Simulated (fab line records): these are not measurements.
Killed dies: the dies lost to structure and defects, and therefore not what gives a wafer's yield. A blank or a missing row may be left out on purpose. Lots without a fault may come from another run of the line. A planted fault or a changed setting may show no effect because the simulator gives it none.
fab line records	flow sky130
[record] lots = 5	wafers = 15	lastDay = 49
route steps=708 shown VIA1@464 METAL2@483 PAD_OPEN@708
lots untouched by any fault: they come from a run of this same line in which no faults occurred
startH: hours from the record's opening day to when the first of the lot's shown wafers began	waitH: how many hours have passed since the lot's step before this one	" identical to the entry in the row above	L1.1+2: several wafers, shown together as one row	- no value present, or no start provided	* or withheld: withheld	< > ~ a bound
route shown NAME@n: names a module that has steps shown in the file, with the first one's number in the route	usual: mean and standard deviation over wafers with no fault	same: alike in all rows	chamber/n: place in a boat	sites: readings site by site	_std_site: standard deviation across them	_edge_site: outer sites' mean less inner sites'	radiusMm: for every site, how far away it sits from the centre of the wafer	mask NAME#n: copy n	behind: the most recent tool/chamber to have shaped the wafer	hold: reason for holding the lot/hours on hold/outcome of the hold	device: transistor that didn't switch, given as n, p or np	end of line: the tests these same wafers got at the end of their route	a step with no rows: only its recipe	killed: the dies lost at the first sort to structure and to defects; this is not the yield of the wafer	map: shows each die of a wafer: x if killed, . if not, _ if none is there
set.NAME: setting as actually run; set.NAME@STEP: the setting as run at that earlier step	model.NAME: the simulator's own value behind a step, which no gauge read
lots at some steps of the route; a table a step, a row a wafer
services: from which hour (startH, from the record's first day; less than 0 if before it) a tool's chamber was out of use, for how many hours, and why
[[steps]]
[step SKY_VIA1_COAT_06]
[recipe] resist = BARC	tempC = withheld	timeS = withheld	spinRpm = 3000	resistThkNm = 60
[step SKY_VIA1_COAT_07]
[recipe] resist = KrF-thick	spinRpm = 3000	resistThkNm = 450
[step SKY_VIA1_SOFTBAKE_08]
[recipe] tempC = 100	timeS = 90	resist = KrF-thick
[step SKY_VIA1_EXPOSE_09]
[recipe] maskId = VIM	na = 0.8	sourceShape = annular	sigmaInner = 0.55	sigmaOuter = 0.85	targetCdNm = 150	doseMj = 38
[step SKY_VIA1_PEB_10]
[recipe] pebTempC = withheld	pebTimeS = withheld	resist = KrF-thick
[step SKY_VIA1_DEVELOP_11]
[recipe] developTimeS = 60	resist = KrF-thick	devTempC = 21
[step SKY_VIA1_CD_MEAS_12]
[recipe] targetCdNm = 150
[usual] cdNm = 149.6/1.7
lot.wafer	tool	chamber	startH	waitH	cdNm
L632.1	cdSem-02	-	796.25	-	149.7
L632.4	"	-	"	"	150.8
L632.5	"	-	"	"	151.6
L633.2	cdSem-01	-	801.02	-	150.9
L633.3	"	-	"	"	149.9
L633.5	"	-	"	"	150.3
L636.2	cdSem-02	-	827.20	-	150.0
L636.3	"	-	"	"	149.8
L636.5	"	-	"	"	149.6
L642.2	cdSem-02	-	878.30	-	152.0
L642.4	"	-	"	"	151.5
L642.5	"	-	"	"	150.8
L651.1	cdSem-01	-	939.71	-	149.8
L651.2	"	-	"	"	149.2
L651.5	"	-	"	"	147.4
[step SKY_VIA1_OVL_MEAS_13]
[usual] VIA1_OVL = 5/4.4
lot.wafer	tool	chamber	startH	waitH	VIA1_OVL[nm]
L632.1	overlay-02	-	796.37	0.1	0
L632.4	"	-	"	"	7
L632.5	"	-	"	"	2
L633.2	overlay-02	-	801.13	0.1	1
L633.3	"	-	"	"	4
L633.5	"	-	"	"	1
L636.2	overlay-01	-	827.31	0.1	-1
L636.3	"	-	"	"	4
L636.5	"	-	"	"	3
L642.2	overlay-01	-	878.41	0.1	6
L642.4	"	-	"	"	10
L642.5	"	-	"	"	11
L651.1	overlay-01	-	939.83	0.1	10
L651.2	"	-	"	"	-5
L651.5	"	-	"	"	2
[step SKY_VIA1_ETCH_14]
[recipe] chemistry = N2/H2	target = BARC	ionEnergyEv = 200	sourceW = 500	biasW = 100	pressureMtorr = 30	n2FlowSccm = 100	h2FlowSccm = 200	stopOn = SiO2	timeS = 45.9	targetDepthA = 600
[step SKY_VIA1_ETCH_15]
[recipe] target = SiO2	chemistry = C4F8/O2/Ar	targetDepthNm = 351	stopOn = TiN	maskMaterial = KrF-thick	sourceW = 1500	biasW = 1200	pressureMtorr = 40	c4f8FlowSccm = withheld	O2_flow_sccm = 6	Ar_flow_sccm = 300	timeS = 54
[usual] biasW = 1200/3.7	oesProductAu = 0.982/0.0051
lot.wafer	tool	chamber	startH	waitH	biasW	oesProductAu	rfHoursCounterH
L632.1	rieDiel-04	2	796.45	0.0	1199	0.986	2
L632.4	"	3	"	"	1196	0.986	11
L632.5	"	0	"	"	1204	0.975	-
L633.2	rieDiel-01	2	801.20	0.0	1198	0.973	0
L633.3	"	3	"	"	1205	0.981	3
L633.5	"	1	"	"	1198	0.984	-
L636.2	rieDiel-04	1	827.38	0.0	1202	0.977	8
L636.3	"	2	"	"	1201	0.979	3
L636.5	"	3	"	"	1196	0.982	-
L642.2	rieDiel-01	0	878.48	0.0	1200	0.973	23
L642.4	"	1	"	"	1199	0.977	18
L642.5	"	2	"	"	1193	0.975	-
L651.1	rieDiel-01	1	939.91	0.0	1206	0.980	19
L651.2	"	0	"	"	1205	0.984	25
L651.5	"	2	"	"	1201	0.968	-
[step SKY_VIA1_STRIP_16]
[recipe] chemistry = O2/N2	powerW = 1400	pressureMtorr = 1500	platenTempC = withheld	o2FlowSccm = 3000	n2FlowSccm = 300	overashFraction = 0.5
[usual] drypumpMotorCurrentA = 5.8/0.53	oesProductAu = 0.417/0.0044	stripTimeToEndpointS = 4.472/0.019
lot.wafer	tool	chamber	startH	waitH	drypumpMotorCurrentA	oesProductAu	rfHoursCounterH	stripTimeToEndpointS
L632.1	plasmaAsher-01	1	796.50	0.0	5.8	0.411	70	4.507
L632.4	"	0	"	"	6.8	0.413	-	4.503
L632.5	"	0	"	"	6.7	0.417	-	4.464
L633.2	plasmaAsher-01	0	801.25	0.0	6.7	0.421	71	4.498
L633.3	"	0	"	"	6.8	0.416	-	4.476
L633.5	"	1	"	"	5.8	0.417	-	4.471
L636.2	plasmaAsher-01	0	827.43	0.0	6.7	0.416	74	4.531
L636.3	"	0	"	"	6.7	0.418	-	4.477
L636.5	"	1	"	"	5.8	0.416	-	4.477
L642.2	plasmaAsher-02	0	878.53	0.0	5.3	0.421	108	4.461
L642.4	"	0	"	"	5.3	0.415	-	4.460
L642.5	"	0	"	"	5.3	0.423	-	4.463
L651.1	plasmaAsher-04	1	939.95	0.0	6.1	0.418	15	4.469
L651.2	"	0	"	"	5.7	0.417	15	4.473
L651.5	"	1	"	"	6.1	0.417	-	4.456
[step SKY_VIA1_STRIP_17]
[recipe] chemistry = postEtchResidueRemover	timeS = 1200	tempC = 72.5
[step SKY_VIA1_CLEAN_18]
[recipe] chemistry = IPA	timeS = 180	tempC = 25
lot.wafer	tool	chamber	startH	waitH
L632.1+4+5	wetBench-01	3	796.94	0.0
L633.2+3+5	wetBench-01	3	801.72	0.0
L636.2+3+5	wetBench-01	0	828.27	0.0
L642.2+4+5	wetBench-01	2	878.97	0.0
L651.1+2+5	wetBench-03	1	940.43	0.0
[step SKY_VIA1_CLEAN_19]
[recipe] chemistry = O3/DIW	dry = n2Spin
[step SKY_VIA1_SPUTTER_20]
[recipe] material = TiN	targetThkNm = 20	chamberPressurePa = 5	powerW = 4000	timeS = 80
[usual] throttleValvePct = 29.6/0.65
lot.wafer	tool	chamber	startH	waitH	throttleValvePct
L632.1	pvdSputter-03	-	797.09	0.0	29.1
L632.4	"	-	"	"	30.2
L632.5	"	-	"	"	28.7
L633.2	pvdSputter-01	-	801.88	0.0	28.9
L633.3	"	-	"	"	30.3
L633.5	"	-	"	"	29.7
L636.2	pvdSputter-01	-	828.50	0.0	30.5
L636.3	"	-	"	"	29.7
L636.5	"	-	"	"	30.3
L642.2	pvdSputter-01	-	879.13	0.0	29.7
L642.4	"	-	"	"	30.4
L642.5	"	-	"	"	29.9
L651.1	pvdSputter-02	-	940.58	0.0	29.3
L651.2	"	-	"	"	29.6
L651.5	"	-	"	"	30.3
[step SKY_VIA1_CVD_21]
[recipe] material = W	targetThkNm = 270	timeS = 80.902	tempC = 400	pressureTorr = 40
[step SKY_VIA1_RS_MEAS_22]
[recipe] thkMeasGauge = four-point-probe	reads = W_of_VIA1_CVD_21+TiN_of_VIA1_SPUTTER_20
[usual] VIA1_W_RS = 0.425/0.005
lot.wafer	tool	chamber	startH	waitH	VIA1_W_RS[ohm/sq]
L632.1	filmMetro-04	-	797.24	0.1	0.430
L632.4	"	-	"	"	0.417
L632.5	"	-	"	"	0.418
L633.2	filmMetro-04	-	802.05	0.1	0.418
L633.3	"	-	"	"	0.426
L633.5	"	-	"	"	0.419
L636.2	filmMetro-03	-	828.68	0.1	0.429
L636.3	"	-	"	"	0.418
L636.5	"	-	"	"	0.421
L642.2	filmMetro-03	-	879.31	0.1	0.423
L642.4	"	-	"	"	0.425
L642.5	"	-	"	"	0.423
L651.1	filmMetro-03	-	940.73	0.1	0.424
L651.2	"	-	"	"	0.416
L651.5	"	-	"	"	0.428
[step SKY_VIA1_THK_MEAS_23]
[recipe] thkMeasGauge = xrf	reads = W_of_VIA1_CVD_21
[usual] VIA1_W_THK = 275/4.1
lot.wafer	tool	chamber	startH	waitH	VIA1_W_THK[nm]
L632.1	filmMetro-04	-	797.36	0.1	273
L632.4	"	-	"	"	282
L632.5	"	-	"	"	281
L633.2	filmMetro-04	-	802.16	0.1	280
L633.3	"	-	"	"	276
L633.5	"	-	"	"	279
L636.2	filmMetro-03	-	828.79	0.1	270
L636.3	"	-	"	"	278
L636.5	"	-	"	"	276
L642.2	filmMetro-03	-	879.42	0.1	272
L642.4	"	-	"	"	272
L642.5	"	-	"	"	274
L651.1	filmMetro-03	-	940.85	0.1	271
L651.2	"	-	"	"	279
L651.5	"	-	"	"	270
[step SKY_VIA1_CMP_24]
[recipe] stopOn = SiO2	tOverpolishS = 15	downForcePsi = 3.5	platenRpm = 60	targetThkNm = 0	padVelocityMS = 0.94248
[step SKY_METAL2_SPUTTER_00]
[recipe] material = Ti	targetThkNm = 15	powerW = 3000	timeS = 10	chamberPressurePa = 0.4
[step SKY_METAL2_SPUTTER_01]
[recipe] material = TiN	targetThkNm = 20	powerW = 6500	timeS = 16.7	chamberPressurePa = 0.4
[step SKY_METAL2_SPUTTER_02]
[recipe] material = AlCu	targetThkNm = 250	powerW = 10600	timeS = 13.3	chamberPressurePa = 0.4
[step SKY_METAL2_SPUTTER_03]
[recipe] material = Ti	targetThkNm = 5	powerW = 3000	timeS = 3.3	chamberPressurePa = 0.4
[usual] throttleValvePct = 29.7/1
lot.wafer	tool	chamber	startH	waitH	throttleValvePct
L632.1	pvdSputter-01	-	797.80	0.0	29.6
L632.4	"	-	"	"	30.3
L632.5	"	-	"	"	29.3
L633.2	pvdSputter-03	-	802.59	0.0	29.1
L633.3	"	-	"	"	28.6
L633.5	"	-	"	"	30.1
L636.2	pvdSputter-03	-	829.21	0.0	29.0
L636.3	"	-	"	"	29.0
L636.5	"	-	"	"	30.5
L642.2	pvdSputter-03	-	879.84	0.0	29.1
L642.4	"	-	"	"	29.8
L642.5	"	-	"	"	28.8
L651.1	pvdSputter-04	-	941.28	0.0	31.9
L651.2	"	-	"	"	32.0
L651.5	"	-	"	"	30.0
[step SKY_METAL2_SPUTTER_04]
[recipe] material = TiN	targetThkNm = 70	powerW = 6500	timeS = 58.3	chamberPressurePa = 0.4
[usual] throttleValvePct = 29.7/1
lot.wafer	tool	chamber	startH	waitH	throttleValvePct
L632.1	pvdSputter-01	-	797.82	0.0	29.7
L632.4	"	-	"	"	30.6
L632.5	"	-	"	"	29.2
L633.2	pvdSputter-03	-	802.61	0.0	28.8
L633.3	"	-	"	"	28.7
L633.5	"	-	"	"	30.0
L636.2	pvdSputter-03	-	829.23	0.0	29.0
L636.3	"	-	"	"	28.8
L636.5	"	-	"	"	30.5
L642.2	pvdSputter-03	-	879.86	0.0	29.2
L642.4	"	-	"	"	29.9
L642.5	"	-	"	"	28.8
L651.1	pvdSputter-04	-	941.30	0.0	31.7
L651.2	"	-	"	"	32.5
L651.5	"	-	"	"	29.9
[step SKY_METAL2_RS_MEAS_05]
[recipe] thkMeasGauge = four-point-probe	reads = TiN_of_METAL2_SPUTTER_04+Ti_of_METAL2_SPUTTER_03+AlCu_of_METAL2_SPUTTER_02+TiN_of_METAL2_SPUTTER_01+Ti_of_METAL2_SPUTTER_00
[usual] METAL2_ALCU_RS = 0.1266/0.0013
lot.wafer	tool	chamber	startH	waitH	METAL2_ALCU_RS[ohm/sq]
L632.1	filmMetro-01	-	797.86	0.0	0.1246
L632.4	"	-	"	"	0.1242
L632.5	"	-	"	"	0.1245
L633.2	filmMetro-01	-	802.67	0.0	0.1264
L633.3	"	-	"	"	0.1265
L633.5	"	-	"	"	0.1255
L636.2	filmMetro-04	-	829.30	0.0	0.1280
L636.3	"	-	"	"	0.1288
L636.5	"	-	"	"	0.1268
L642.2	filmMetro-01	-	879.93	0.0	0.1305
L642.4	"	-	"	"	0.1297
L642.5	"	-	"	"	0.1288
L651.1	filmMetro-04	-	941.35	0.0	0.1280
L651.2	"	-	"	"	0.1288
L651.5	"	-	"	"	0.1285
[step SKY_METAL2_THK_MEAS_06]
[recipe] thkMeasGauge = xrf	reads = AlCu_of_METAL2_SPUTTER_02
[usual] METAL2_ALCU_THK = 249.4/2.9
lot.wafer	tool	chamber	startH	waitH	METAL2_ALCU_THK[nm]
L632.1	filmMetro-01	-	797.98	0.1	252.4
L632.4	"	-	"	"	250.5
L632.5	"	-	"	"	250.8
L633.2	filmMetro-01	-	802.78	0.1	247.1
L633.3	"	-	"	"	247.5
L633.5	"	-	"	"	249.5
L636.2	filmMetro-04	-	829.41	0.1	247.0
L636.3	"	-	"	"	244.6
L636.5	"	-	"	"	248.5
L642.2	filmMetro-01	-	880.04	0.1	244.4
L642.4	"	-	"	"	246.4
L642.5	"	-	"	"	246.4
L651.1	filmMetro-04	-	941.47	0.1	248.0
L651.2	"	-	"	"	246.0
L651.5	"	-	"	"	246.7
[step SKY_METAL2_DEHYDRATE_07]
[recipe] tempC = 200	timeS = 60
[step SKY_METAL2_HMDS_08]
[recipe] primeTimeS = 60	primeTempC = 120
[step SKY_METAL2_COAT_09]
[recipe] resist = BARC	tempC = withheld	timeS = withheld	spinRpm = 3000	resistThkNm = 60
[step SKY_METAL2_COAT_10]
[recipe] resist = KrF-thick	spinRpm = 3000	resistThkNm = 450
[step SKY_METAL2_SOFTBAKE_11]
[recipe] tempC = 100	timeS = 90	resist = KrF-thick
[step SKY_METAL2_EXPOSE_12]
[recipe] maskId = MM2	na = 0.8	sourceShape = annular	sigmaInner = 0.55	sigmaOuter = 0.85	targetCdNm = 140	doseMj = 28
[step SKY_METAL2_PEB_13]
[recipe] pebTempC = withheld	pebTimeS = withheld	resist = KrF-thick
[step SKY_METAL2_DEVELOP_14]
[recipe] developTimeS = 60	resist = KrF-thick	devTempC = 21
[step SKY_METAL2_CD_MEAS_15]
[recipe] targetCdNm = 140
[usual] cdNm = 139.6/1.3
lot.wafer	tool	chamber	startH	waitH	cdNm
L632.1	cdSem-01	-	824.38	-	141.6
L632.4	"	-	"	"	140.2
L632.5	"	-	"	"	139.7
L633.2	cdSem-02	-	828.63	-	140.1
L633.3	"	-	"	"	139.7
L633.5	"	-	"	"	139.1
L636.2	cdSem-02	-	855.03	-	139.0
L636.3	"	-	"	"	138.9
L636.5	"	-	"	"	137.6
L642.2	cdSem-01	-	905.65	-	139.1
L642.4	"	-	"	"	139.1
L642.5	"	-	"	"	137.8
L651.1	cdSem-01	-	965.91	-	140.1
L651.2	"	-	"	"	141.0
L651.5	"	-	"	"	142.1
[step SKY_METAL2_OVL_MEAS_16]
[usual] METAL2_OVL = -6/6.1
lot.wafer	tool	chamber	startH	waitH	METAL2_OVL[nm]
L632.1	overlay-01	-	824.50	0.1	-6
L632.4	"	-	"	"	-6
L632.5	"	-	"	"	-10
L633.2	overlay-02	-	828.73	0.1	-1
L633.3	"	-	"	"	5
L633.5	"	-	"	"	10
L636.2	overlay-01	-	855.13	0.1	-3
L636.3	"	-	"	"	2
L636.5	"	-	"	"	-7
L642.2	overlay-01	-	905.76	0.1	-5
L642.4	"	-	"	"	0
L642.5	"	-	"	"	-4
L651.1	overlay-01	-	966.03	0.1	0
L651.2	"	-	"	"	-7
L651.5	"	-	"	"	-6
[step SKY_METAL2_DESCUM_17]
[recipe] chemistry = O2	sourcePowerW = 150	biasPowerW = 0	pressureMtorr = 10	tempC = 40	timeS = 8
[step SKY_METAL2_ETCH_18]
[recipe] chemistry = N2/H2	target = BARC	ionEnergyEv = 200	biasW = 100	pressureMtorr = 30	n2FlowSccm = 100	h2FlowSccm = 200	icpW = 500	stopOn = SiO2	timeS = 45.9	targetDepthA = 600
[step SKY_METAL2_METAL_ETCH_19]
[recipe] targetDepthA = 3600	stopOn = SiO2	overEtchFrac = 0.3	timeS = 78	chemistry = Cl2/BCl3	resistSidewallDeg = 88	pressureMtorr = 10	icpW = 900	biasW = 48.5	Cl2_flow_sccm = 60	bcl3FlowSccm = 30
[step SKY_METAL2_STRIP_20]
[recipe] chemistry = O2/N2	powerW = 1400	pressureMtorr = 1500	platenTempC = withheld	o2FlowSccm = 3000	n2FlowSccm = 300	overashFraction = 0.5
[step SKY_METAL2_STRIP_21]
[recipe] chemistry = postEtchResidueRemover	timeS = 1200	tempC = 72.5
[step SKY_METAL2_CLEAN_22]
[recipe] chemistry = IPA	timeS = 180	tempC = 25
[step SKY_PAD_OPEN_PROBE_99]
[usual] defectLimitedYield = 82.5/1.9	killed_at_M0_to_M3 = 44/7.2	killed_at_M4_up = 2.9/1.8	killedAtContacts = 24/5.6	killedAtFrontEnd = 15/4.2	killedAtOther = 0.4/0.71	killedDies = 86/9.2	killedOpen = 47/7.2	killedShort = 39/5.7	sort_bin_3_pad_short = 0.9/0.4	sort_bin_5_function = 10.2/1.6	sort_bin_6_memory = 6.4/1.2	sortNPass = 406/9.2	sortYieldPct = 82.5/1.9
[same] grossDies = 492	killedAtBackSide = 0	sort_bin_4_leakage[%] = 0	sort_bin_8_speed[%] = 0
lot.wafer	tool	chamber	startH	waitH	defectLimitedYield[%]	killed_at_M0_to_M3	killed_at_M4_up	killedAtContacts	killedAtFrontEnd	killedAtOther	killedDies	killedOpen	killedShort	sort_bin_3_pad_short[%]	sort_bin_5_function[%]	sort_bin_6_memory[%]	sortNPass	sortYieldPct[%]	model.etest.tester.sortNPass	model.etest.tester.sortYieldPct	model.etest.tester.sort_bin_5_pct	model.etest.tester.sort_bin_3_pct
L632.1	prober-02	-	1079.86	0.1	78.9	57	1	22	24	0	104	55	49	1.0	13.8	6.3	388	78.9	388	78.86	13.82	1.016
L632.4	prober-02	-	1080.01	0.2	80.3	51	3	26	15	2	97	49	46	1.2	10.8	7.7	395	80.3	395	80.28	10.77	1.22
L632.5	prober-02	-	1080.06	0.2	83.9	43	3	20	10	3	79	40	37	0.8	8.5	6.7	413	83.9	413	83.94	8.537	0.813
L633.2	prober-01	-	1083.62	0.1	85.0	35	0	23	15	1	74	30	43	1.2	8.5	5.3	418	85.0	418	84.96	8.537	1.22
L633.3	prober-01	-	1083.67	0.2	84.6	46	4	16	10	0	76	36	40	1.0	9.1	5.3	416	84.6	416	84.55	9.146	1.016
L633.5	prober-01	-	1083.77	0.2	82.3	43	1	29	12	2	87	50	35	0.8	10.2	6.7	405	82.3	405	82.32	10.16	0.813
L636.2	prober-02	-	1105.11	0.1	84.3	36	2	28	11	0	77	37	40	1.0	8.1	6.5	415	84.3	415	84.35	8.13	1.016
L636.3	prober-02	-	1105.16	0.2	81.5	46	2	29	13	1	91	51	40	1.2	10.4	6.9	401	81.5	401	81.5	10.37	1.22
L636.5	prober-02	-	1105.26	0.2	80.9	41	7	29	17	0	94	50	44	0.8	11.8	6.5	398	80.9	398	80.89	11.79	0.813
L642.2	prober-01	-	1144.62	0.1	73.4	94	5	19	13	0	131	45	31	2.8	16.1	7.7	361	73.4	361	73.37	16.06	2.846
L642.4	prober-01	-	1144.72	0.2	74.0	81	5	19	21	2	128	38	41	2.8	16.1	7.1	364	74.0	364	73.98	16.06	2.846
L642.5	prober-01	-	1144.77	0.2	72.0	90	4	28	15	1	138	54	36	3.3	16.3	8.5	354	72.0	354	71.95	16.26	3.252
L651.1	prober-01	-	1185.38	0.1	82.7	49	0	22	14	0	85	44	41	0.6	11.6	5.1	407	82.7	407	82.72	11.59	0.6098
L651.2	prober-01	-	1185.43	0.1	83.7	40	3	28	9	0	80	50	29	0	10.2	6.1	412	83.7	412	83.74	10.16	0
L651.5	prober-01	-	1185.58	0.2	83.3	41	3	21	16	1	82	45	36	0.8	8.5	7.3	410	83.3	410	83.33	8.537	0.813
// killed by level:class
L632.1 LI_CONTACT:geometricParticle:open=10 FIELD_ISO:geometricParticle:open=9 METAL2:geometricParticle:short=9 VIA1:geometricParticle:open=8 VIA2:geometricParticle:open=8 VIA1:geometricParticle:short=7 METAL1:geometricParticle:short=7 POLY_GATE:geometricParticle:short=6
L632.4 VIA1:geometricParticle:open=11 LI_CONTACT:geometricParticle:open=8 VIA2:geometricParticle:open=8 METAL1:geometricParticle:short=7 POLY_GATE:geometricParticle:short=6 VIA3:geometricParticle:open=6 CONTACT:geometricParticle:short=6 CONTACT:geometricParticle:open=5
L632.5 METAL2:geometricParticle:short=8 VIA3:geometricParticle:open=8 CONTACT:geometricParticle:open=7 VIA1:geometricParticle:open=7 VIA2:geometricParticle:open=5 LI_CONTACT:geometricParticle:open=4 VIA1:geometricParticle:short=4 VIA3:geometricParticle:short=4
L633.2 VIA1:geometricParticle:short=9 CONTACT:geometricParticle:open=9 VIA3:geometricParticle:open=9 FIELD_ISO:geometricParticle:short=6 LOCAL_INTERCONNECT:geometricParticle:short=6 VIA2:geometricParticle:short=5 CONTACT:geometricParticle:short=4 VIA1:geometricParticle:open=4
L633.3 METAL1:geometricParticle:short=9 VIA1:geometricParticle:open=8 VIA3:geometricParticle:short=7 VIA3:geometricParticle:open=6 LI_CONTACT:geometricParticle:open=5 VIA1:geometricParticle:short=5 VIA2:geometricParticle:open=4 POLY_GATE:geometricParticle:short=3
L633.5 VIA1:geometricParticle:open=9 LI_CONTACT:geometricParticle:open=8 VIA2:geometricParticle:open=8 LI_CONTACT:geometricParticle:short=7 VIA3:geometricParticle:open=7 FIELD_ISO:geometricParticle:open=6 CONTACT:geometricParticle:open=6 VIA1:geometricParticle:short=5
L636.2 CONTACT:geometricParticle:open=13 VIA1:geometricParticle:short=7 POLY_GATE:geometricParticle:short=5 CONTACT:geometricParticle:short=5 VIA3:geometricParticle:short=5 LI_CONTACT:geometricParticle:open=4 VIA1:geometricParticle:open=4 METAL2:geometricParticle:short=4
L636.3 CONTACT:geometricParticle:open=11 VIA1:geometricParticle:open=9 VIA2:geometricParticle:open=7 LI_CONTACT:geometricParticle:open=7 CONTACT:geometricParticle:short=7 VIA3:geometricParticle:open=7 VIA1:geometricParticle:short=6 METAL1:geometricParticle:short=5
L636.5 CONTACT:geometricParticle:open=12 VIA1:geometricParticle:open=10 VIA2:geometricParticle:open=10 VIA1:geometricParticle:short=7 FIELD_ISO:geometricParticle:short=6 LI_CONTACT:geometricParticle:open=6 CONTACT:geometricParticle:short=6 METAL4:geometricParticle:short=6
L642.2 VIA1:unspecified=54 VIA1:geometricParticle:open=13 CONTACT:geometricParticle:open=10 VIA2:geometricParticle:open=7 FIELD_ISO:geometricParticle:short=4 LI_CONTACT:geometricParticle:open=4 VIA3:geometricParticle:open=4 METAL1:geometricParticle:short=4
L642.4 VIA1:unspecified=49 VIA1:geometricParticle:open=8 POLY_GATE:geometricParticle:open=6 POLY_GATE:geometricParticle:short=6 CONTACT:geometricParticle:short=5 CONTACT:geometricParticle:open=5 METAL1:geometricParticle:short=5 LI_CONTACT:geometricParticle:open=4
L642.5 VIA1:unspecified=48 CONTACT:geometricParticle:open=11 VIA1:geometricParticle:open=11 LI_CONTACT:geometricParticle:open=10 METAL1:geometricParticle:short=7 METAL2:geometricParticle:short=5 VIA2:geometricParticle:open=5 FIELD_ISO:geometricParticle:open=4
L651.1 VIA1:geometricParticle:open=11 VIA2:geometricParticle:open=9 METAL2:geometricParticle:short=6 POLY_GATE:geometricParticle:short=5 LI_CONTACT:geometricParticle:open=5 CONTACT:geometricParticle:open=5 VIA1:geometricParticle:short=5 LOCAL_INTERCONNECT:geometricParticle:short=4
L651.2 CONTACT:geometricParticle:open=12 VIA1:geometricParticle:open=7 VIA2:geometricParticle:open=7 LI_CONTACT:geometricParticle:open=6 METAL1:geometricParticle:short=6 CONTACT:geometricParticle:short=5 METAL2:geometricParticle:open=4 VIA2:geometricParticle:short=4
L651.5 CONTACT:geometricParticle:open=10 METAL2:geometricParticle:short=10 VIA1:geometricParticle:open=7 VIA2:geometricParticle:open=6 VIA3:geometricParticle:open=5 FIELD_ISO:geometricParticle:open=4 CONTACT:geometricParticle:short=4 LOCAL_INTERCONNECT:geometricParticle:short=4
// map L642.5 (x killed, . not)
__________....x....x_________
________.xx....x....x._______
______.x..x.xxxxx.x....._____
_____..x.xxxxxxxx......x.____
____....xxxxxxxxxx.x......___
___......xxxxxxxxx...x.x.x.__
__.....xxxxxxxxxxxx........._
_x...x.x...xxxx.x..x...x.....
_....xx...xxx...x..x.x..x....
_..................x.....xx..
_...x................x....x..
_x......x.....x...x.x.xxx..x.
_..x........xxx......x.......
_..x........x...xx.x.........
_.x..xx...x....x......x.x....
__............x.xx.....x..x._
___x...x..........x.x...x.x__
____......xxx.x..x.xxx..xx___
_____....x..........x....____
______x..........xx....._____
________......x......._______
__________x........._________
// map L636.5 (x killed, . not)
__________.........._________
________..x..x..x.xx.._______
______.x.x......xx......_____
_____.............x....xx____
____.........x......x.x.x.___
___....x...xx..........x.x.__
__......................xxxx_
_.x..xx..x..x.x...x....x.xx..
_..................x..xx.....
_....x..x.x.xx.xx...x.....x..
_...x..x.x..............x....
_x....x..x....x.....x........
_..x......x..x........x......
_.x...x...........x..........
_.x..xx..x.xx....x......x....
__.xxxx....xx....xx........x_
___..................x..x..__
____......x.x..x......x...___
_____..............xx...x____
______...x.............._____
________x...x...x...x._______
__________.........._________
[[services]]
tool	chamber	startH	hours	kind
plasmaAsher-04	-	775.08	2.7	repair
plasmaAsher-04	-	802.75	14.6	pm
pvdSputter-04	-	803.40	4.0	repair
rieDiel-04	1	807.44	2.5	repair
wetBench-03	-	820.16	22.7	pm
plasmaAsher-02	-	827.59	0.6	repair
pvdSputter-02	-	844.33	19.4	repair
pvdSputter-04	-	845.46	28.6	repair
rieDiel-01	-	845.61	15.4	repair
pvdSputter-01	2	849.00	-	consumableReplace:kit
pvdSputter-01	-	850.76	3.4	repair
pvdSputter-04	-	851.05	4.3	repair
rieDiel-04	3	853.60	5.3	repair
pvdSputter-03	-	853.92	0.7	repair
pvdSputter-02	-	854.44	0.8	repair
rieDiel-04	2	859.43	5.2	repair
rieDiel-04	1	862.74	3.2	repair
wetBench-01	-	872.13	1.9	pm
plasmaAsher-01	-	881.74	2.8	pm
rieDiel-01	3	891.22	4.3	repair
pvdSputter-03	-	905.86	16.3	repair
wetBench-01	-	911.57	4.4	pm
pvdSputter-03	-	923.71	4.6	repair
rieDiel-04	0	929.67	6.4	repair
[[key]]
[firstSign] step = SKY_PAD_OPEN_PROBE_99	reading = killed_at_M0_to_M3	direction = up	sigmas = 6.2	usual = 44	struck = 88
[effect] step = SKY_PAD_OPEN_PROBE_99	reading = sort_bin_3_pad_short	direction = up	sigmas = 5.3	usual = 0.9	struck = 3.0
[modelEffect] step = SKY_PAD_OPEN_PROBE_99	value = etest.tester.sortNPass	without = 401.7	struck = 359.7
metAt SKY_VIA1_CLEAN_18
struckWafers L642.2,L642.4,L642.5
alsoFits SKY_VIA1_STRIP_16:plasmaAsher-02,SKY_VIA1_SPUTTER_20:pvdSputter-01,SKY_METAL2_SPUTTER_03:pvdSputter-03,SKY_METAL2_SPUTTER_04:pvdSputter-03
[fault] kind = chamberParticleSource	tool = wetBench-01	chamber = 2	onsetH = 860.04	steps = SKY_VIA1_CLEAN_18	ratePerVisitCm2 = 0.78183	endH = 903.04
